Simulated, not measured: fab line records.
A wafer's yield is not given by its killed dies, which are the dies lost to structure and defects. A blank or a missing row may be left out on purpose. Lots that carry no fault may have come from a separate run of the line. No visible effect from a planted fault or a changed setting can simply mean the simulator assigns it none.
Matching of chambers | flow gf180mcu | rie-diel-01 running GF_V5_ETCH_16: 4 sister chambers
The step etches BARC in N2/H2. 8 wafers are shown with their chamber, then 8 later ones without.

WAFERS WITH THEIR CHAMBER
wafer  | chamber | drypump-motor-current-A (A) | n2-flow-sccm (sccm)
L076.1 | 1       | 4.9                         | 100.5
L082.1 | 3       | 5.4                         | 99.6
L082.2 | 2       | 6.4                         | 99.9
L082.5 | 0       | 5.5                         | 99.9
L083.2 | 3       | 5.4                         | 99.8
L083.3 | 1       | 4.9                         | 100.0
L083.4 | 0       | 5.5                         | 99.6
L085.1 | 2       | 6.3                         | 100.1

WAFERS WITH NO CHAMBER GIVEN
wafer  | drypump-motor-current-A (A) | n2-flow-sccm (sccm)
L085.2 | 4.9                         | 99.9
L085.5 | 5.4                         | 100.1
L087.1 | 4.9                         | 99.9
L087.3 | 5.4                         | 99.9
L087.5 | 6.3                         | 99.9
L089.1 | 4.9                         | 100.2
L089.5 | 5.4                         | 100.1
L089.6 | 6.3                         | 100.0

EACH ONE'S CHAMBER
wafer  | from the rows above     | in truth
L085.2 | 1                       | 1
L085.5 | can't be placed: 3 or 0 | 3
L087.1 | 1                       | 1
L087.3 | 3                       | 3
L087.5 | 2                       | 2
L089.1 | 1                       | 1
L089.5 | can't be placed: 3 or 0 | 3
L089.6 | 2                       | 2
Correctly placed: 6 of 8. Can't be placed from these rows: 2 (the true chamber is among the candidates in 2). Number placed wrongly: 0.
How it was worked out, from the rows above alone: a wafer's distance from a chamber is the root of the sum, over the readings, of the square of ((its reading less the chamber's mean) divided by the reading's scatter). If the next closest chamber is less than 2 further off than the closest, the wafer can't be placed; otherwise it belongs to the closest. The mean given for a chamber averages the wafers shown for that chamber. How the scatter is found: for the shown wafers, subtract from each reading the mean of its chamber, square and add these, divide the total by (wafers less chambers), then take the root.
